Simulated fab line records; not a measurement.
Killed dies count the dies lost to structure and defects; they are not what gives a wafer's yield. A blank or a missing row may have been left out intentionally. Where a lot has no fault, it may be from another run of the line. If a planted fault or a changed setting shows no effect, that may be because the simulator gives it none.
A lot that was struck, set against a sound lot || flow sky130 || 16 steps out of a route of 708
Sound: the wafers L968.3, L968.4, L968.6. Struck: wafer L984.1. The cause is named last.
Per side, at each step with rows, come the tool, then ch with its chambers, and then its first start. Under that, the readings that differ: sound wafers || struck wafers || difference of the means || sigmas: that difference in standard deviations of wafers without a fault.
alike: words and numbers the same on both sides, and readings whose means are apart by under 2 such deviations; not compared: readings that were withheld, readings missing a value for some wafer, numbers with overlapping values and no deviation given by the record, and bounds like >300 which may hide the same value.
The two part at a step that has a row with sigmas, a row that says differs or no value, or rows on one side only. When numbers do not overlap yet have no deviation, they are printed without sigmas and do not part them. Lack of a reading on every wafer of one side parts them only where that side has two or more wafers.

first, 1 step without rows for these wafers: SKY_FIELD_ISO_DEVELOP_12 (develop time 60 s).
SKY_FIELD_ISO_CD_MEAS_13: target cd 150 nm.
  sound: cd_sem-02 at day 3 13:10; struck: cd_sem-02 at day 6 22:45
  alike: cd_nm
SKY_FIELD_ISO_ETCH_14: etches BARC in N2/H2, stops on SiO2, time 45.9 s, target depth 60 nm.
  sound on rie_diel-03 ch 0,1, day 3 13:16; struck on rie_diel-01 ch 2, day 6 22:52
{"reading": "rf_hours_counter_h (h)", "sound": "- - -", "struck": 140, "difference": "no value on the sound wafers", "sigmas": ""}
  alike: drypump_motor_current_A, oes_product_au, throttle_valve_pct
SKY_FIELD_ISO_ETCH_15: etches the open film in CHF3/O2, stops on Si, target depth 180 nm, time 72 s.
  sound on rie_diel-03 ch 0,1, day 3 13:20; struck on rie_diel-01 ch 2, day 6 22:55
{"reading": "rf_hours_counter_h (h)", "sound": "- - -", "struck": 140, "difference": "no value on the sound wafers", "sigmas": ""}
  alike: drypump_motor_current_A, oes_product_au, throttle_valve_pct
SKY_FIELD_ISO_STRIP_16: strips in O2/N2.
  sound on plasma_asher-02 ch 0,1, day 3 13:26; struck on plasma_asher-02 ch 1, day 6 22:58
{"reading": "oes_product_au (a.u.)", "sound": "0.384 0.372 0.375", "struck": 0.387, "difference": "+0.010", "sigmas": "+2"}
{"reading": "rf_hours_counter_h (h)", "sound": "- - -", "struck": 47, "difference": "no value on the sound wafers", "sigmas": ""}
{"reading": "strip_time_to_endpoint_s (s)", "sound": "3.50 3.57 3.51", "struck": 3.65, "difference": "+0.12", "sigmas": "+3"}
  alike: drypump_motor_current_A
SKY_FIELD_ISO_ETCH_17: etches Si in HBr/Cl2/O2, target depth 342 nm, time 97.7 s.
  sound on rie_si-01 ch 0,1,2, day 3 13:30; struck on rie_si-01 ch 1, day 6 23:04
  alike: drypump_motor_current_A, oes_product_au, throttle_valve_pct
  not compared: rf_hours_counter_h
then, 5 steps without rows for these wafers: SKY_FIELD_ISO_WET_ETCH_18 (etches Si3N4 in H3PO4, target depth 25 nm, time 286 s); SKY_FIELD_ISO_CLEAN_19 (cleans in SC1/SC2, time 150 s); SKY_FIELD_ISO_CLEAN_20 (cleans in dHF, time 20 s); SKY_FIELD_ISO_WET_ETCH_21 (etches SiO2 in dHF, target depth 20 nm, time 400 s); SKY_FIELD_ISO_OXIDATION_22 (stabilise 600 s, purge 300 s, target thk 10 nm).
SKY_FIELD_ISO_THK_MEAS_23:
  sound: film_metro-03 at day 3 16:07; struck: film_metro-03 at day 7 00:58
  alike: FIELD_ISO_OXIDATION_01_THK
SKY_FIELD_ISO_CVD_24: deposits SiO2, target thk 595 nm, time 99.2 s.
  sound on hdpcvd-01 ch 1,2, day 3 16:11; struck on hdpcvd-02 ch 1, day 7 01:01
{"reading": "model.SiO2_of_FIELD_ISO_CVD_24.thk_nm (nm)", "sound": "587.2 608.8 588.3", "struck": 447.5, "difference": -147.3, "sigmas": ""}
SKY_FIELD_ISO_THK_MEAS_25:
  sound: film_metro-02 at day 3 16:17; struck: film_metro-02 at day 7 01:19
{"reading": "FIELD_ISO_CVD_24_THK (nm)", "sound": "587 609 588", "struck": 447, "difference": -148, "sigmas": -20}
  not compared: hold
SKY_FIELD_ISO_CMP_27: polishes, stops on Si3N4, t overpolish 16 s, target thk 457.8 nm.
  sound on cmp-02 ch 0,2,3, day 3 18:06; struck on cmp-01 ch 3, day 7 09:05
{"reading": "motor_current_A (A)", "sound": "12.1 10.6 13.2", "struck": 14.5, "difference": "+2.5", "sigmas": "+2"}
{"reading": "time_to_endpoint_s (s)", "sound": "106 106 109", "struck": 75, "difference": -32, "sigmas": -7}
  alike: edge_zone_pressure_frac
then, 1 step without rows for these wafers: SKY_FIELD_ISO_WET_ETCH_28 (etches SiO2 in dHF, target depth 23.7 nm, time 47 s).

## WHERE THEY PART
Last at SKY_FIELD_ISO_CMP_27 as far as this record goes, first at SKY_FIELD_ISO_ETCH_14.

WHY: whatever the simulator had introduced
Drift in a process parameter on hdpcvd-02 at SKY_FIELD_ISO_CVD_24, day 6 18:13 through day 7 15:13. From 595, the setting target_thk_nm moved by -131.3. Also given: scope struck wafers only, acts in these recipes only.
